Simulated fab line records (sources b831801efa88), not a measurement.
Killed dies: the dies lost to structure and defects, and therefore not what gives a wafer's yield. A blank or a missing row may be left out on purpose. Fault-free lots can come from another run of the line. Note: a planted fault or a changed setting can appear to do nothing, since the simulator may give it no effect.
Commonality check across tools ; flow sky130 ; Sampled: 13 lots, 39 wafers

## REASON IT WAS OPENED
SKY_VT_ADJUST_NCORE_TW_MEAS_11, reading VT_ADJUST_NCORE_TW: flagged on 2 of 13 lots. Wafers without a fault read 218.6, standard deviation 1.2.
Rule: a lot gets a flag if all its wafers with a number sit over 4 standard deviations from that mean, or if no wafer of it has a number. The other lots count as sound.

lot;measured;on;VT_ADJUST_NCORE_TW, wafer by wafer;flag
L574;day 8 23:47;film_metro-02;219.3 219.5 218.9;
L576;day 9 10:13;film_metro-02;218.5 219.5 219.2;
L577;day 9 15:47;film_metro-02;219.6 220.2 219.5;
L578;day 10 05:53;film_metro-03;218.6 218.1 218.3;
L579;day 10 14:56;film_metro-03;219.1 219.2 218.4;
L580;day 10 18:35;film_metro-02;221.1 219.5 220.7;
L581;day 10 23:03;film_metro-03;218.3 218.9 218.5;
L582;day 11 06:46;film_metro-04;217.7 217.8 217.3;
L583;day 11 11:23;film_metro-03;229.8 230.8 232.1;FLAGGED
L584;day 11 21:00;film_metro-02;233.2 233.3 231.8;FLAGGED
L590;day 13 11:54;film_metro-03;219.6 217.6 216.4;
L594;day 14 14:20;film_metro-03;216.8 218.3 217.2;
L596;day 15 08:16;film_metro-04;218.4 217.0 218.1;
On average the flagged lots' numbers are 231.8, which is +13.2 against the usual, or +11 standard deviations.

## WHICH TOOL RAN EACH LOT
The record holds 1 process step before the reading, out of a route of 708 steps. In each cell: the tool, then ch and the chambers that the sampled wafers went through, then the start.
lot;flag;SKY_VT_ADJUST_NCORE_IMPLANT_09
L574;;implanter-01 ch 0, day 8 23:33
L576;;implanter-01 ch 0, day 9 09:58
L577;;implanter-03 ch 0, day 9 15:32
L578;;implanter-02 ch 0, day 10 05:38
L579;;implanter-02 ch 0, day 10 14:43
L580;;implanter-02 ch 0, day 10 18:21
L581;;implanter-03 ch 0, day 10 22:50
L582;;implanter-03 ch 0, day 11 06:31
L583;FLAGGED;implanter-03 ch 0, day 11 11:08
L584;FLAGGED;implanter-03 ch 0, day 11 20:47
L590;;implanter-01 ch 0, day 13 11:41
L594;;implanter-01 ch 0, day 14 14:07
L596;;implanter-03 ch 0, day 15 08:01
What the steps here do:
- SKY_VT_ADJUST_NCORE_IMPLANT_09
- SKY_VT_ADJUST_NCORE_TW_MEAS_11

## FLAGGED AGAINST TOTAL, ONE TOOL AT A TIME (gauges that did the reading follow at the end)
step;tool;lots run;flagged;share of the flagged lots;sound lots run after its first flagged lot
SKY_VT_ADJUST_NCORE_IMPLANT_09;implanter-01;4;0;none;-
SKY_VT_ADJUST_NCORE_IMPLANT_09;implanter-02;3;0;none;-
SKY_VT_ADJUST_NCORE_IMPLANT_09;implanter-03;6;2;all;1 (L596)
SKY_VT_ADJUST_NCORE_TW_MEAS_11;film_metro-02;5;1;some;0
SKY_VT_ADJUST_NCORE_TW_MEAS_11;film_metro-03;6;1;some;2 (L590,L594)
SKY_VT_ADJUST_NCORE_TW_MEAS_11;film_metro-04;2;0;none;-

## THE TABLE: WHAT IT ALLOWS
In the table, 1 row covers all flagged lots: implanter-03 at SKY_VT_ADJUST_NCORE_IMPLANT_09.
- implanter-03 at SKY_VT_ADJUST_NCORE_IMPLANT_09 ran 6 lots, 2 of them flagged. Lots that were sound ran on it after the first flagged one (L596); a persistent fault on the entire tool would not allow that. Its own readings lie more than 4 standard deviations out on every wafer of the flagged lots: beam_on_s, end_station_pressure_torr, faraday_current_uA.
Every row of the table either missed a flagged lot or ran a sound lot after the first.

## WHAT THE SIMULATOR PUT IN
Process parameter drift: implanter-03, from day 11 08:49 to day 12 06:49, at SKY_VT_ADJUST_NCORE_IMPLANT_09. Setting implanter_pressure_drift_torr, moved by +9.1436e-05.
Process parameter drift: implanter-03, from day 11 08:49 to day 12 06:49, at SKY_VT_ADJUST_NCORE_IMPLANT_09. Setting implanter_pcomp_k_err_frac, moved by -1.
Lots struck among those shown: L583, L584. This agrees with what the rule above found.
